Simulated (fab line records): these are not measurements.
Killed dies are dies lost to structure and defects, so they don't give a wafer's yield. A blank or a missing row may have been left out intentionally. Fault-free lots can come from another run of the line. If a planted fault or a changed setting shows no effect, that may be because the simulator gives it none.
A struck lot beside a sound one | flow sky130 | 15 out of 708 route steps
Sound: wafers L508.1, L508.3, L508.6. Wafers struck: L515.1, L515.2, L515.4. The cause is named last.
Each step with rows lists, per side, the tool, then ch with its chambers, then its first start. Under that, the readings that differ: sound wafers | struck wafers | difference of the means | sigmas: that difference in standard deviations of wafers without a fault.
alike: words and numbers the same on both sides, and readings whose means are apart by under 2 such deviations; not compared: readings that were withheld, readings missing a value for some wafer, numbers with overlapping values and no deviation given by the record, and bounds like >300 which may hide the same value.
A row with sigmas, a row that says differs or no value, or rows on one side alone: a step with any of these is where the two part. When numbers do not overlap yet have no deviation, they are printed without sigmas and do not part them. A reading that every wafer of one side lacks parts them only if that side has two wafers or more.

SKY_METAL5_RS_MEAS_05: measures by four-point-probe.
  sound: film_metro-02 at day 43 07:26; struck: film_metro-04 at day 45 08:02
  alike: METAL5_ALCU_RS
SKY_METAL5_THK_MEAS_06: measures by xrf.
  sound: film_metro-02 at day 43 07:34; struck: film_metro-04 at day 45 08:09
  alike: METAL5_ALCU_THK
then, 7 steps without rows for these wafers: SKY_METAL5_DEHYDRATE_07 (time 60 s); SKY_METAL5_HMDS_08 (prime time 60 s); SKY_METAL5_COAT_09 (resist thk 1800 nm); SKY_METAL5_SOFTBAKE_10 (time 60 s); SKY_METAL5_EXPOSE_11 (exposes mask MM5, target cd 1600 nm); SKY_METAL5_PEB_12; SKY_METAL5_DEVELOP_13 (develop time 60 s).
SKY_METAL5_DESCUM_14: chemistry O2, time 11 s.
  sound on rie_metal-04 ch 0,1, day 44 05:06; struck on rie_metal-01 ch 0,1, day 46 04:33
  alike: drypump_motor_current_A, oes_product_au
  not compared: rf_hours_counter_h
SKY_METAL5_METAL_ETCH_15: etches the open film in Cl2/BCl3, stops on SiO2, target depth 1260 nm, time 252 s.
  sound on rie_metal-04 ch 0,1, day 44 05:08; struck on rie_metal-01 ch 0,1, day 46 04:35
  alike: drypump_motor_current_A, oes_product_au, throttle_valve_pct
  not compared: rf_hours_counter_h
SKY_METAL5_STRIP_16: strips in O2/N2.
  sound on plasma_asher-04 ch 0,1, day 44 05:22; struck on plasma_asher-04 ch 0,1, day 46 04:49
  alike: drypump_motor_current_A, oes_product_au, strip_time_to_endpoint_s
  not compared: rf_hours_counter_h
SKY_METAL5_STRIP_17: strips in post etch residue remover, time 1200 s.
  sound on wet_bench-03 ch 2, day 44 05:28; struck on wet_bench-03 ch 3, day 46 04:55
  reading               | sound             | struck            | difference | sigmas
  bath_guard_temp_C (C) | 72.5 72.9 72.7    | 76.2 75.9 75.9    | +3.3       | +7
  temp_c (C)            | 72.59 72.39 72.45 | 74.98 75.17 75.00 | +2.57      | +23
then, 1 step without rows for these wafers: SKY_METAL5_CLEAN_18 (cleans in IPA, time 180 s).
SKY_PAD_OPEN_PROBE_99:
  sound: prober-01 at day 46 03:03; struck: prober-02 at day 47 23:14
  alike: defect_limited_yield, killed_at_M0_to_M3, killed_at_M4_up, killed_at_contacts, killed_at_front_end, killed_at_other, killed_dies, killed_open, killed_short, sort_bin_3_pad_short, sort_bin_5_function, sort_bin_6_memory, sort_n_pass, sort_yield_pct

## WHERE THEY PART
SKY_METAL5_STRIP_17 only, going by this record. Later steps at which nothing parts them and some readings are alike: SKY_PAD_OPEN_PROBE_99.

WHY: the cause the simulator had injected
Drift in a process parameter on wet_bench-03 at SKY_METAL5_STRIP_17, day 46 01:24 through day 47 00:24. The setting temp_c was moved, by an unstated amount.
